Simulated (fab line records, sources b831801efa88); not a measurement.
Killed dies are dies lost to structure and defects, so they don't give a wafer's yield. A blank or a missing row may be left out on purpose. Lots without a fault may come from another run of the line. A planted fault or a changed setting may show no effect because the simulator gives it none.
Which tool did it? | flow sky130 | 13 lots, 39 wafers sampled, at 5 steps of a route of 708

WHAT THE GAUGES READ, wafer by wafer
SKY_CONTACT_THK_MEAS_01. Usual: CONTACT_CVD_00_THK 75.2 nm, standard deviation 1.1.
lot  | measured     | on            | CONTACT_CVD_00_THK (nm) | flag
L552 | day 31 05:54 | film_metro-02 | 73.8 75.4 76.0          |
L554 | day 32 00:27 | film_metro-01 | 74.6 73.5 75.7          |
L551 | day 32 00:49 | film_metro-02 | 74.7 74.1 76.1          |
L555 | day 32 02:46 | film_metro-02 | 75.0 72.9 74.7          |
L556 | day 32 05:24 | film_metro-02 | 74.9 75.8 77.1          |
L557 | day 32 11:38 | film_metro-03 | 75.1 73.1 74.0          |
L565 | day 35 16:49 | film_metro-03 | 73.7 74.2 74.5          |
L567 | day 36 04:52 | film_metro-03 | 74.0 74.4 75.0          |
L569 | day 36 13:10 | film_metro-03 | 73.4 75.0 75.5          |
L568 | day 36 18:27 | film_metro-01 | 74.0 73.8 75.3          |
L570 | day 36 22:24 | film_metro-02 | 76.1 73.1 77.5          |
L573 | day 37 21:53 | film_metro-02 | 74.4 73.7 75.6          |
L574 | day 38 03:31 | film_metro-03 | 75.2 73.4 75.4          |

SKY_METAL1_CD_MEAS_15: target cd 140 nm. Usual: cd_nm 140.1 nm, standard deviation 1.4.
lot  | measured     | on        | cd_nm (nm)        | flag
L552 | day 33 14:56 | cd_sem-01 | 142.0 142.1 142.5 |
L554 | day 34 08:58 | cd_sem-01 | 139.7 139.7 138.5 |
L551 | day 34 09:09 | cd_sem-02 | 140.2 140.9 140.4 |
L555 | day 34 10:43 | cd_sem-02 | 142.3 140.5 141.0 |
L556 | day 34 13:53 | cd_sem-02 | 141.3 139.8 140.3 |
L557 | day 34 18:46 | cd_sem-01 | 138.9 138.4 138.7 |
L565 | day 37 23:59 | cd_sem-02 | 142.2 142.9 140.7 |
L567 | day 38 11:04 | cd_sem-01 | 140.0 138.4 137.8 |
L569 | day 38 18:52 | cd_sem-02 | 140.6 141.8 142.7 |
L568 | day 38 22:37 | cd_sem-01 | 138.6 140.1 138.9 |
L570 | day 39 03:51 | cd_sem-02 | 137.3 137.8 138.7 |
L573 | day 40 02:07 | cd_sem-02 | 138.5 141.0 139.1 |
L574 | day 40 06:39 | cd_sem-01 | 141.5 141.3 140.4 |

SKY_METAL1_OVL_MEAS_16. Usual: METAL1_OVL -3 nm, standard deviation 6.1.
lot  | measured     | on         | METAL1_OVL (nm) | flag
L552 | day 33 15:02 | overlay-02 | 5 -4 -2         |
L554 | day 34 09:04 | overlay-02 | -5 -2 3         |
L551 | day 34 09:14 | overlay-01 | -10 -21 -11     |
L555 | day 34 10:50 | overlay-01 | -3 1 3          |
L556 | day 34 13:59 | overlay-01 | -4 0 0          |
L557 | day 34 18:53 | overlay-01 | -4 -7 -15       |
L565 | day 38 00:07 | overlay-02 | -4 -8 -4        |
L567 | day 38 11:11 | overlay-01 | -7 -9 -7        |
L569 | day 38 18:59 | overlay-02 | 3 6 1           |
L568 | day 38 22:44 | overlay-02 | -7 -2 -4        |
L570 | day 39 03:58 | overlay-02 | 0 -3 -4         |
L573 | day 40 02:14 | overlay-02 | -13 -16 -6      |
L574 | day 40 06:46 | overlay-02 | -11 0 -4        |

WHICH TOOL RAN EACH LOT (tool, then ch and the chambers of the sampled wafers, then the start)
lot  | SKY_LOCAL_INTERCONNECT_COAT_06    | SKY_LOCAL_INTERCONNECT_STRIP_15
L552 | litho_track-03 ch 0, day 30 14:00 | plasma_asher-04 ch 0,1, day 31 05:11
L554 | litho_track-02 ch 0, day 31 08:00 | plasma_asher-02 ch 0,1, day 31 23:49
L551 | litho_track-02 ch 0, day 31 09:00 | plasma_asher-01 ch 0,1, day 32 00:13
L555 | litho_track-02 ch 0, day 31 11:00 | plasma_asher-01 ch 0, day 32 02:08
L556 | litho_track-02 ch 0, day 31 14:00 | plasma_asher-02 ch 0,1, day 32 04:46
L557 | litho_track-03 ch 0, day 31 20:00 | plasma_asher-02 ch 0,1, day 32 11:00
L565 | litho_track-03 ch 0, day 35 02:00 | plasma_asher-04 ch 0,1, day 35 16:11
L567 | litho_track-03 ch 0, day 35 15:00 | plasma_asher-02 ch 0,1, day 36 04:14
L569 | litho_track-02 ch 0, day 35 23:00 | plasma_asher-02 ch 0,1, day 36 12:32
L568 | litho_track-02 ch 0, day 36 03:00 | plasma_asher-04 ch 0,1, day 36 17:50
L570 | litho_track-02 ch 0, day 36 08:00 | plasma_asher-04 ch 0,1, day 36 21:44
L573 | litho_track-01 ch 0, day 37 07:00 | plasma_asher-01 ch 0,1, day 37 21:16
L574 | litho_track-02 ch 0, day 37 12:00 | plasma_asher-02 ch 0,1, day 38 02:53
- SKY_LOCAL_INTERCONNECT_COAT_06: resist thk 450 nm.
- SKY_LOCAL_INTERCONNECT_STRIP_15: strips in O2/N2.

WHAT THE TOOLS THEMSELVES READ (means of the sampled wafers that have a number; where no wafer has one, the mark that the record gives instead)
SKY_LOCAL_INTERCONNECT_COAT_06. Usual: spin_speed_rpm 3000.0 rpm, standard deviation 1.8.
lot  | tool           | spin_speed_rpm (rpm) | flag
L552 | litho_track-03 | 3000.8               |
L554 | litho_track-02 | 2999.8               |
L551 | litho_track-02 | 2999.8               |
L555 | litho_track-02 | 3001.0               |
L556 | litho_track-02 | 3001.4               |
L557 | litho_track-03 | 3000.4               |
L565 | litho_track-03 | 2934.5               | OFF
L567 | litho_track-03 | 2931.6               | OFF
L569 | litho_track-02 | 2998.1               |
L568 | litho_track-02 | 3000.8               |
L570 | litho_track-02 | 3000.3               |
L573 | litho_track-01 | 3001.3               |
L574 | litho_track-02 | 3000.0               |

SKY_LOCAL_INTERCONNECT_STRIP_15. Usual: drypump_motor_current_A 5.5 A, standard deviation 0.39; n2_flow_sccm 299.8 sccm, standard deviation 1.7; oes_product_au 0.426 a.u., standard deviation 0.004; strip_time_to_endpoint_s 4.708 s, standard deviation 0.02.
lot  | tool            | drypump_motor_current_A (A) | n2_flow_sccm (sccm) | oes_product_au (a.u.) | strip_time_to_endpoint_s (s) | flag
L552 | plasma_asher-04 | 5.5                         | 299.6               | 0.429                 | 4.696                        |
L554 | plasma_asher-02 | 5.8                         | 300.2               | 0.428                 | 4.693                        |
L551 | plasma_asher-01 | 5.5                         | 300.5               | 0.425                 | 4.691                        |
L555 | plasma_asher-01 | 4.9                         | 300.3               | 0.424                 | 4.695                        |
L556 | plasma_asher-02 | 5.6                         | 299.9               | 0.425                 | 4.715                        |
L557 | plasma_asher-02 | 5.8                         | 300.8               | 0.423                 | 4.724                        |
L565 | plasma_asher-04 | 5.3                         | 300.1               | 0.429                 | 4.759                        |
L567 | plasma_asher-02 | 5.9                         | 299.8               | 0.434                 | 4.786                        | OFF
L569 | plasma_asher-02 | 5.6                         | 299.8               | 0.426                 | 4.701                        |
L568 | plasma_asher-04 | 5.3                         | 299.8               | 0.427                 | 4.697                        |
L570 | plasma_asher-04 | 5.5                         | 300.4               | 0.425                 | 4.707                        |
L573 | plasma_asher-01 | 5.2                         | 300.3               | 0.424                 | 4.718                        |
L574 | plasma_asher-02 | 5.8                         | 299.8               | 0.428                 | 4.710                        |

THE ANSWER, worked out from the rows above alone
Rule: a lot is off if the mean of its wafers that have a number lies more than 3 standard deviations from the usual mean. A lot without any number at a reading at which 4 lots or more have one is off too. The other lots that the step has rows for count as sound. The gauges are gone through in route order, then the tools' own readings, and for those a lot's mean is taken as printed above. The first step at which some lot is off is used, and at that step the reading that is off furthest; a lot without a number counts as furthest.
Off: L565, L567, at SKY_LOCAL_INTERCONNECT_COAT_06 (spin_speed_rpm).
A tool fits if, at that step or a process step before it, it ran every lot that is off, and no sound lot after the first of them. One fits: litho_track-03 at SKY_LOCAL_INTERCONNECT_COAT_06. Its last sound lot is L557 (day 31 20:00), its first lot that is off L565 (day 35 02:00): a fault that began between those two fits.
The tool's own readings at SKY_LOCAL_INTERCONNECT_COAT_06 bear it out: on the lots that are off they differ by more than 5 times the standard deviation of the sound lots' means. spin_speed_rpm reads 2933.1 rpm there against 3000.3 rpm on the sound lots.

WHAT THE SIMULATOR HAD PUT IN
Process parameter drift: litho_track-03, from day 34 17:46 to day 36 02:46, at SKY_LOCAL_INTERCONNECT_COAT_06. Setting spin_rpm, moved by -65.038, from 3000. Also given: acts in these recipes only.
Lots struck among those shown: L565, L567. The rule above found the same.
